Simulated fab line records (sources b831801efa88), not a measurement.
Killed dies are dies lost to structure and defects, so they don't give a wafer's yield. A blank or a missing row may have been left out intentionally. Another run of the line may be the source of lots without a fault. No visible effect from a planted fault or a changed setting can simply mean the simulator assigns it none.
Comparing a struck lot with a sound one | flow sky130 | 18 steps out of a route of 708
Sound: wafers L785.1, L785.4, L785.6. The struck wafers were L791.3, L791.4, L791.5. Last of all comes the cause.
At each step with rows: each side's tool, then ch and its chambers, then its first start. Under that, the readings that differ: sound wafers | struck wafers | difference of the means | sigmas: that difference in standard deviations of wafers without a fault.
alike: same words and numbers on both sides, and readings whose means sit less than 2 such deviations apart. not compared: any withheld reading, any reading some wafer has no value for, any bound like >300 that may hide the same value, and any number with overlapping values for which the record gives no deviation.
The two part at a step that has a row with sigmas, a row that says differs or no value, or rows on one side only. Numbers that don't overlap but have no deviation are shown without sigmas and don't part them. A reading missing from all wafers of one side parts the sides only when that side holds two or more wafers.

first, 3 steps without rows for these wafers: SKY_POLY_CUT_EXPOSE_05 (exposes mask NPCM, target cd 270 nm); SKY_POLY_CUT_PEB_06; SKY_POLY_CUT_DEVELOP_07 (develop time 60 s).
SKY_POLY_CUT_CD_MEAS_08: the cd target is 270 nm.
  sound on cd sem-02 at day 25 22:43; struck on cd sem-01 at day 28 19:40
  alike: cd nm
SKY_POLY_CUT_OVL_MEAS_09:
  sound on overlay-01 at day 25 22:50; struck on overlay-01 at day 28 19:45
  alike: POLY_CUT_OVL
SKY_POLY_CUT_ETCH_10: etches BARC in N2/H2, stops on SiO2, time 45.9 s, target depth 60 nm.
  sound on rie diel-02 ch 0,1, day 25 22:52; struck on rie diel-02 ch 1,2, day 28 19:46
  alike: drypump motor current A, oes product au, throttle valve pct
  not compared: rf hours counter h
SKY_POLY_CUT_ETCH_11: etches Si3N4 in CF4/CH2F2/Ar, stops on poly-Si, time 42.5 s, target depth 60 nm.
  sound on rie diel-02 ch 0,1, day 25 22:55; struck on rie diel-02 ch 1,2, day 28 19:49
  alike: drypump motor current A, oes product au, throttle valve pct
  not compared: rf hours counter h
SKY_POLY_CUT_STRIP_12: strips in O2/N2.
  sound on plasma asher-03 ch 1, day 25 22:57; struck on plasma asher-04 ch 0,1, day 28 19:53
  reading                     | sound          | struck         | difference | sigmas
  drypump motor current A (A) | 5.27 5.27 5.28 | 6.01 5.57 6.00 | +0.59      | +2
  alike: oes product au, strip time to endpoint s
  not compared: rf hours counter h
then, 4 steps without rows for these wafers: SKY_SD_P_DEHYDRATE_00 (time 60 s); SKY_SD_P_HMDS_01 (prime time 60 s); SKY_SD_P_COAT_02 (resist thk 1140 nm); SKY_SD_P_SOFTBAKE_03 (time 60 s).
SKY_SD_P_EXPOSE_04: exposes mask PSDM, target cd 380 nm.
  sound on iline stepper-01 ch 0, day 26 13:22; struck on iline stepper-01 ch 0, day 29 09:20
  reading                      | sound                | struck               | difference | sigmas
  model.SD_P.overlay x nm (nm) | 0.1879 0.1879 0.1879 | -58.45 -58.45 -58.45 | -58.64     |
  alike: mask
then, 2 steps without rows for these wafers: SKY_SD_P_PEB_05; SKY_SD_P_DEVELOP_06 (develop time 60 s).
SKY_SD_P_CD_MEAS_07: the cd target is 380 nm.
  sound on cd sem-02 at day 27 03:26; struck on cd sem-01 at day 29 23:40
  reading    | sound             | struck            | difference | sigmas
  cd nm (nm) | 376.9 375.6 376.4 | 379.5 383.2 382.3 | +5.4       | +2
SKY_SD_P_OVL_MEAS_08:
  sound on overlay-01 at day 27 03:33; struck on overlay-02 at day 29 23:58
  reading       | sound       | struck            | difference | sigmas
  SD_P_OVL (nm) | 0.5 0.7 0.4 | -59.0 -57.8 -58.5 | -59.0      | -39
  not compared: hold
SKY_PAD_OPEN_PROBE_99:
  rows exist in the record for the sound wafers here (prober-01, day 47 12:16), none for the struck ones

WHERE THEY PART
First at SKY_POLY_CUT_STRIP_12; last, within this record, at SKY_PAD_OPEN_PROBE_99.

WHY: what the simulator had put in
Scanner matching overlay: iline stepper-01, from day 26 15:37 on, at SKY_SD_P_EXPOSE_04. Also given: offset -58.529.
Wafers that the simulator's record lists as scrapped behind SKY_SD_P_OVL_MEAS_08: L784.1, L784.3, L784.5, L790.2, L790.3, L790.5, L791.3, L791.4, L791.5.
